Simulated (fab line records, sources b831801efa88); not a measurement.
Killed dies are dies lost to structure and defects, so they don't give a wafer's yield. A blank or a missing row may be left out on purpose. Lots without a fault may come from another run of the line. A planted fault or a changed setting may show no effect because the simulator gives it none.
Problem report in the 8D (eight disciplines) form, filled by code | flow sfq_line | the parts of the form that need people (team, actions taken, sign-off) are left out

1. THE PROBLEM
spin_speed_rpm at SFQ_TRILAYER_I7_VIA_LITHO_COAT_192 reads a mean of 3213.8 rpm on 6 wafers of 2 lots; wafers without a fault read 3000.0 rpm with a standard deviation of 2. That is +99 or more standard deviations from the usual mean.
The step: resist thk 62 nm.
First seen on wafer L763.1, day 82 14:14, on litho_track-04. The record holds 42 wafers of 14 lots with a number at this step. Rule for "out", or "out of limits": more than 4 standard deviations from the usual mean. The other wafers with a number count as sound.

2. WHAT IT IS AND WHAT IT IS NOT
question                    | is                     | is not
which readings at this step | spin_speed_rpm         | exhaust_pa
which lots                  | L763, L766             | L748, L751, L753, L757, L758, L760, L761, L762, L764, L765, L769, L770
which wafers of those lots  | all that have a number | -
read on which tools         | litho_track-04         | litho_track-02, litho_track-03
when                        | from day 82 14:14      | up to then (24 sound wafers); but 12 sound wafers of L764, L765, L769, L770 came after

3. SUSPECTS, AND WHAT RULES EACH OUT
Counting: a tool at a process step up to the reading stays a suspect if it ran every lot that is out and no sound lot after the first of them.
- litho_track-04 at SFQ_TRILAYER_I7_VIA_LITHO_COAT_192 (resist thk 62 nm): kept. It ran every lot that is out, first L763 (day 82 14:14), and no sound lot after that; its last sound lot up to then is L762 (day 82 05:14). Its own readings are out on those wafers: spin_speed_rpm.
Left after counting: litho_track-04 at SFQ_TRILAYER_I7_VIA_LITHO_COAT_192.

4. THE CAUSE (what the simulator had put in)
Process parameter drift: litho_track-04, from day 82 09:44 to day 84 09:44, at SFQ_TRILAYER_I7_VIA_LITHO_COAT_192. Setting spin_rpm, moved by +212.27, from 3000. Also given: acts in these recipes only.
Counting left only this tool.

5. THE CHAIN OF EFFECTS, in route order
Each row: a reading whose mean over the struck wafers that have a number lies more than 3 standard deviations from the usual. Only readings for which the record gives a usual standard deviation are gone through. hours: the time from each lot's start at the first step in this table that gives one to its start at this step, as a median over the lots. sigmas: the change in usual standard deviations.
hours | step                               | reading        | usual      | on struck wafers | change | sigmas
0     | SFQ_TRILAYER_I7_VIA_LITHO_COAT_192 | spin_speed_rpm | 3000.0 rpm | 3213.8           | +213.8 | +99 or more
The process steps in it:
- SFQ_TRILAYER_I7_VIA_LITHO_COAT_192: resist thk 62 nm.

6. WHAT WOULD HAVE CAUGHT IT SOONER
In this record the first reading out of limits was taken at day 82 14:14, 4 hours after the fault began at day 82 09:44.
